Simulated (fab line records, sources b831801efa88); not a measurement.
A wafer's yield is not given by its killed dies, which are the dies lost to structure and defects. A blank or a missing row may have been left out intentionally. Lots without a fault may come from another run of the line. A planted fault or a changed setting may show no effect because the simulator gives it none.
Which tool was responsible? + flow gf180mcu + Sampling: 12 lots, 36 wafers, 3 of 602 route steps

WHAT THE GAUGES SHOWED, per wafer
GF_M4_THK_MEAS_06: measures by xrf.
| lot  | measured     | on            | M4_ALCU_THK (nm) |
|------|--------------|---------------|------------------|
| L323 | day 22 07:16 | film_metro-03 | 450 450 450      |
| L326 | day 23 10:25 | film_metro-04 | 455 460 465      |
| L327 | day 24 05:28 | film_metro-03 | 445 443 453      |
| L329 | day 24 15:44 | film_metro-03 | 448 448 448      |
| L328 | day 24 19:29 | film_metro-04 | 456 450 461      |
| L330 | day 25 02:40 | film_metro-02 | 460 445 445      |
| L332 | day 25 21:23 | film_metro-02 | 462 454 450      |
| L333 | day 26 01:41 | film_metro-02 | 450 450 448      |
| L334 | day 26 10:23 | film_metro-03 | 449 449 449      |
| L339 | day 27 20:44 | film_metro-02 | 458 451 450      |
| L342 | day 28 17:31 | film_metro-03 | 448 444 446      |
| L345 | day 29 11:34 | film_metro-02 | 452 444 456      |

TOOL THAT RAN EACH LOT (tool first, then ch and the chambers of the sampled wafers, then the start)
| lot  | GF_V3_CMP_04                  | GF_M4_SPUTTER_03             |
|------|-------------------------------|------------------------------|
| L323 | cmp-02 ch 0,2, day 21 05:38   | pvd_sputter-01, day 22 07:05 |
| L326 | cmp-01 ch 1,3, day 22 08:49   | pvd_sputter-01, day 23 10:12 |
| L327 | cmp-01 ch 0,2,3, day 23 05:02 | pvd_sputter-01, day 24 05:17 |
| L329 | cmp-02 ch 1,2,3, day 23 15:35 | pvd_sputter-03, day 24 15:34 |
| L328 | cmp-02 ch 1,3, day 23 19:20   | pvd_sputter-01, day 24 19:17 |
| L330 | cmp-01 ch 0,2, day 24 02:44   | pvd_sputter-01, day 25 02:29 |
| L332 | cmp-02 ch 0,1,3, day 24 21:58 | pvd_sputter-01, day 25 21:12 |
| L333 | cmp-01 ch 0,3, day 25 02:23   | pvd_sputter-03, day 26 01:31 |
| L334 | cmp-01 ch 0,1,2, day 25 11:16 | pvd_sputter-02, day 26 10:11 |
| L339 | cmp-01 ch 1,2,3, day 26 22:25 | pvd_sputter-03, day 27 20:33 |
| L342 | cmp-02 ch 1,3, day 27 19:08   | pvd_sputter-03, day 28 17:19 |
| L345 | cmp-01 ch 0,1,3, day 28 14:17 | pvd_sputter-02, day 29 11:22 |
- GF_V3_CMP_04: polishes SiO2.
- GF_M4_SPUTTER_03: material Ti, target thk 10 nm, time 6.7 s.

WHAT THE TOOLS THEMSELVES READ (means of the sampled wafers that have a number; where no wafer has one, the mark that the record gives instead)
GF_V3_CMP_04.
| lot  | tool   | motor_current_A (A) | retaining_ring_pressure_frac | slurry_flow_ml_min | time_to_endpoint_s (s) |
|------|--------|---------------------|------------------------------|--------------------|------------------------|
| L323 | cmp-02 | 11.7                | 0.998                        | 149.8              | 78                     |
| L326 | cmp-01 | 11.3                | 1.005                        | 150.7              | 73                     |
| L327 | cmp-01 | 12.3                | 0.998                        | 150.1              | 83                     |
| L329 | cmp-02 | 12.0                | 0.998                        | 150.3              | 85                     |
| L328 | cmp-02 | 11.7                | 0.994                        | 150.0              | 83                     |
| L330 | cmp-01 | 13.2                | 1.001                        | 149.9              | 77                     |
| L332 | cmp-02 | 11.7                | 0.998                        | 149.7              | 87                     |
| L333 | cmp-01 | 12.2                | 1.004                        | 150.5              | 84                     |
| L334 | cmp-01 | 12.5                | 0.997                        | 149.8              | 72                     |
| L339 | cmp-01 | 11.9                | 0.997                        | 149.8              | 75                     |
| L342 | cmp-02 | 11.8                | 1.001                        | 149.9              | 89                     |
| L345 | cmp-01 | 11.9                | 0.996                        | 149.9              | 72                     |

GF_M4_SPUTTER_03.
| lot  | tool           | substrate_temp_c (C) | throttle_valve_pct (%) |
|------|----------------|----------------------|------------------------|
| L323 | pvd_sputter-01 | 300.05               | 28.9                   |
| L326 | pvd_sputter-01 | 300.09               | 29.0                   |
| L327 | pvd_sputter-01 | 299.79               | 29.0                   |
| L329 | pvd_sputter-03 | 300.04               | 30.4                   |
| L328 | pvd_sputter-01 | 300.10               | 29.2                   |
| L330 | pvd_sputter-01 | 300.00               | 29.4                   |
| L332 | pvd_sputter-01 | 300.00               | 29.1                   |
| L333 | pvd_sputter-03 | 299.86               | 30.1                   |
| L334 | pvd_sputter-02 | 299.93               | 31.0                   |
| L339 | pvd_sputter-03 | 299.97               | 29.9                   |
| L342 | pvd_sputter-03 | 299.91               | 29.9                   |
| L345 | pvd_sputter-02 | 300.08               | 30.7                   |

THE ANSWER, worked out from the rows above alone
Rule: usual is defined by the lots themselves. The widest of any qualifying gaps counts: lots, ordered by their means at a reading, are off when they make up no more than a third of the lots, leave a main group of 4 or more, and stand apart from it by 3 or more times the standard deviation of that group's means. If all means in a main group match to the digits the tables above print for the reading, that group is not used. Also off: a lot with no number at a reading for which 4 or more lots have one. Any other lot the step has rows for is counted as sound. The gauges are gone through in route order, then the tools' own readings, and for those a lot's mean is taken as printed above. The first step at which some lot is off is used, and at that step the reading that is off furthest; a lot without a number counts as furthest.
Across all readings shown, no lot is off: no conclusion can be drawn from this.

WHAT THE SIMULATOR PUT IN
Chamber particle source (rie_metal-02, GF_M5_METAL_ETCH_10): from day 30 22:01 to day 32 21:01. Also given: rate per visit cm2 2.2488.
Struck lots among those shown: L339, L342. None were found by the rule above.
